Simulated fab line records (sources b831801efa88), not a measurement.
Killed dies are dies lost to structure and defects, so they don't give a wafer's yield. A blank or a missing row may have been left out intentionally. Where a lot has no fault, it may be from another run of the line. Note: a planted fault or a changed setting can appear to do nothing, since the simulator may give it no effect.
The tool behind it: which one?	flow gf180mcu	6 lots with 17 wafers sampled at 3 steps, on a route of 602 steps

== WHAT THE GAUGES READ, wafer by wafer ==
GF_PASSIVATION_THK_MEAS_01.
lot	measured	on	PASSIVATION_CVD_00_THK (nm)
L272	day 29 08:13	filmMetro-04	998 988 1000
L276	day 30 10:59	filmMetro-01	994 1012 1021
L278	day 30 23:05	filmMetro-02	989 1002 995
L280	day 31 10:25	filmMetro-01	988 993 1023
L285	day 32 20:32	filmMetro-02	1003 1091
L292	day 34 14:28	filmMetro-01	987 999 1036

== WHAT TOOL EACH LOT RAN ON (gives the tool, then ch and the chambers of the sampled wafers, and finally the start) ==
lot	GF_MIM_METAL_ETCH_19	GF_PASSIVATION_CVD_00
L272	rieMetal-02 ch 0, day 26 15:48	pecvd-02 ch 0,1,2, day 29 08:08
L276	rieMetal-02 ch 0,1, day 27 20:13	pecvd-01 ch 1,2, day 30 10:55
L278	rieMetal-04 ch 0,1, day 28 09:33	pecvd-03 ch 0,2, day 30 23:00
L280	rieMetal-02 ch 0,1, day 28 23:34	pecvd-03 ch 1,2, day 31 10:20
L285	rieMetal-01 ch 0,1, day 30 12:19	pecvd-03 ch 0,2, day 32 20:26
L292	rieMetal-02 ch 1, day 32 09:49	pecvd-02 ch 0,1,2, day 34 14:23
- GF_MIM_METAL_ETCH_19: etches the open film in Cl2/BCl3, stops on Si3N4, target depth 324.5 nm, time 54.1 s.
- GF_PASSIVATION_CVD_00: deposits SiO2 from TEOS, target thk 1000 nm, time 111.95 s.

== THE ANSWER, worked out from the rows above alone ==
Rule: what is usual is taken from the lots themselves. Put in order of their means at a reading, lots are off if they are a third of the lots or fewer, leave a main group of 4 or more, and stand apart from it by a gap of 3 or more times the standard deviation of the main group's means; of several such gaps the widest counts. The tables above print the reading to a certain number of digits; a main group whose means all agree to those digits is not used. Also off: a lot with no number at a reading for which 4 or more lots have one. The other lots that the step has rows for count as sound.
Off: L285, seen at GF_PASSIVATION_THK_MEAS_01 (PASSIVATION_CVD_00_THK). Mean 1002 nm and standard deviation 5.8 in the main group.
A tool fits if, at a process step before that reading, it ran every lot that is off, and no sound lot after the first of them. Those tools and the gauges at GF_PASSIVATION_THK_MEAS_01 are tried in the same way. Can't be told from this: 3 tools fit, rieMetal-01 at GF_MIM_METAL_ETCH_19, pecvd-03 at GF_PASSIVATION_CVD_00, filmMetro-02 at GF_PASSIVATION_THK_MEAS_01.

== WHAT HAD BEEN PUT IN BY THE SIMULATOR ==
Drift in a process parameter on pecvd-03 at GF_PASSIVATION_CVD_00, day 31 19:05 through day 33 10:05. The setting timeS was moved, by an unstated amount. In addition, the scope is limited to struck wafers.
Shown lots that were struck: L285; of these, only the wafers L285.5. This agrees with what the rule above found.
